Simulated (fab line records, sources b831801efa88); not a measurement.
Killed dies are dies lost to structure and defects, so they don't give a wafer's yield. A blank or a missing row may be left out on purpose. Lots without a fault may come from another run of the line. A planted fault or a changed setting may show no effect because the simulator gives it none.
Which tool did it? | flow gf180mcu | 13 lots, 39 wafers sampled, at 4 steps of a route of 602

WHAT THE GAUGES READ, wafer by wafer
GF_V5_THK_MEAS_03.
lot  | measured     | on            | V5_CVD_02_THK (nm)
L623 | day 25 14:23 | film_metro-04 | 1435 1418 1429
L624 | day 25 17:04 | film_metro-04 | 1478 1449 1472
L625 | day 26 12:08 | film_metro-03 | 1448 1462 1477
L626 | day 26 12:59 | film_metro-03 | 1461 1456 1474
L627 | day 26 19:19 | film_metro-01 | 1447 1449 1453
L629 | day 29 09:20 | film_metro-03 | 1454 1468 1451
L636 | day 30 06:34 | film_metro-03 | 1441 1421 1459
L638 | day 31 00:55 | film_metro-03 | 1435 1431 1446
L641 | day 32 01:01 | film_metro-03 | 1442 1448 1470
L643 | day 32 10:49 | film_metro-03 | 1426 1415 1464
L644 | day 32 17:49 | film_metro-04 | 1458 1432 1467
L646 | day 33 03:46 | film_metro-04 | 1418 1447 1438
L645 | day 33 03:53 | film_metro-01 | 1417 1468 1447

GF_PASSIVATION_THK_MEAS_03.
lot  | measured     | on            | PASSIVATION_CVD_02_THK (nm)
L623 | day 27 10:55 | film_metro-04 | 696 688 702
L624 | day 27 12:07 | film_metro-02 | 692 695 693
L625 | day 28 06:36 | film_metro-03 | 707 698 711
L626 | day 28 08:08 | film_metro-02 | 686 702 685
L627 | day 28 13:57 | film_metro-02 | 694 691 694
L629 | day 31 01:17 | film_metro-02 | 694 700 711
L636 | day 31 21:11 | film_metro-04 | 687 695 701
L638 | day 32 14:53 | film_metro-04 | 675 691 698
L641 | day 33 12:35 | film_metro-04 | 686 693 705
L643 | day 33 21:44 | film_metro-02 | 692 691 701
L644 | day 34 03:47 | film_metro-04 | 690 698 712
L646 | day 34 14:20 | film_metro-04 | 699 712 713
L645 | day 34 15:11 | film_metro-03 | 686 695 697

GF_PASSIVATION_BOW_MEAS_14.
lot  | measured     | on            | PASSIVATION_BOW (um)
L623 | day 28 07:29 | film_metro-02 | 153 140 150
L624 | day 28 09:43 | film_metro-02 | 142 121 142
L625 | day 29 03:18 | film_metro-02 | 124 131 131
L626 | day 29 04:47 | film_metro-02 | 140 164 154
L627 | day 29 11:08 | film_metro-03 | 138 143 146
L629 | day 31 20:48 | film_metro-03 | 129 129 123
L636 | day 32 15:28 | film_metro-03 | 130 135 132
L638 | day 33 08:45 | film_metro-02 | 135 144 150
L641 | day 34 05:27 | film_metro-02 | 149 136 153
L643 | day 34 14:14 | film_metro-03 | 123 128 132
L644 | day 34 20:44 | film_metro-02 | 137 132 141
L646 | day 35 10:25 | film_metro-02 | 133 129 139
L645 | day 35 10:25 | film_metro-03 | 142 144 126

WHICH TOOL RAN EACH LOT (tool, then ch and the chambers of the sampled wafers, then the start)
lot  | GF_MIM_SPUTTER_08
L623 | pvd_sputter-02, day 23 17:39
L624 | pvd_sputter-02, day 23 21:52
L625 | pvd_sputter-02, day 24 17:46
L626 | pvd_sputter-04, day 24 18:36
L627 | pvd_sputter-04, day 25 00:30
L629 | pvd_sputter-04, day 27 18:13
L636 | pvd_sputter-04, day 28 16:33
L638 | pvd_sputter-02, day 29 12:09
L641 | pvd_sputter-02, day 30 11:14
L643 | pvd_sputter-02, day 30 22:28
L644 | pvd_sputter-01, day 31 06:19
L646 | pvd_sputter-04, day 31 16:31
L645 | pvd_sputter-01, day 31 16:41
- GF_MIM_SPUTTER_08: material AlCu, target thk 200 nm, time 10.6 s.

WHAT THE TOOLS THEMSELVES READ (means of the sampled wafers that have a number; where no wafer has one, the mark that the record gives instead)
GF_MIM_SPUTTER_08.
lot  | tool           | throttle_valve_pct (%)
L623 | pvd_sputter-02 | 29.6
L624 | pvd_sputter-02 | 29.9
L625 | pvd_sputter-02 | 30.3
L626 | pvd_sputter-04 | 30.7
L627 | pvd_sputter-04 | 30.2
L629 | pvd_sputter-04 | 30.2
L636 | pvd_sputter-04 | 30.1
L638 | pvd_sputter-02 | 29.5
L641 | pvd_sputter-02 | 30.2
L643 | pvd_sputter-02 | 29.7
L644 | pvd_sputter-01 | 29.4
L646 | pvd_sputter-04 | 30.8
L645 | pvd_sputter-01 | 29.2

THE ANSWER, worked out from the rows above alone
Rule: what is usual is taken from the lots themselves. Put in order of their means at a reading, lots are off if they are a third of the lots or fewer, leave a main group of 4 or more, and stand apart from it by a gap of 3 or more times the standard deviation of the main group's means; of several such gaps the widest counts. A main group whose means are all the same, to the digits that the tables above print for the reading, isn't used. A lot without any number at a reading at which 4 lots or more have one is off too. The other lots that the step has rows for count as sound. The gauges are gone through in route order, then the tools' own readings, and for those a lot's mean is taken as printed above. The first step at which some lot is off is used, and at that step the reading that is off furthest; a lot without a number counts as furthest.
No lot is off at any reading shown: from this, nothing can be told.

WHAT THE SIMULATOR HAD PUT IN
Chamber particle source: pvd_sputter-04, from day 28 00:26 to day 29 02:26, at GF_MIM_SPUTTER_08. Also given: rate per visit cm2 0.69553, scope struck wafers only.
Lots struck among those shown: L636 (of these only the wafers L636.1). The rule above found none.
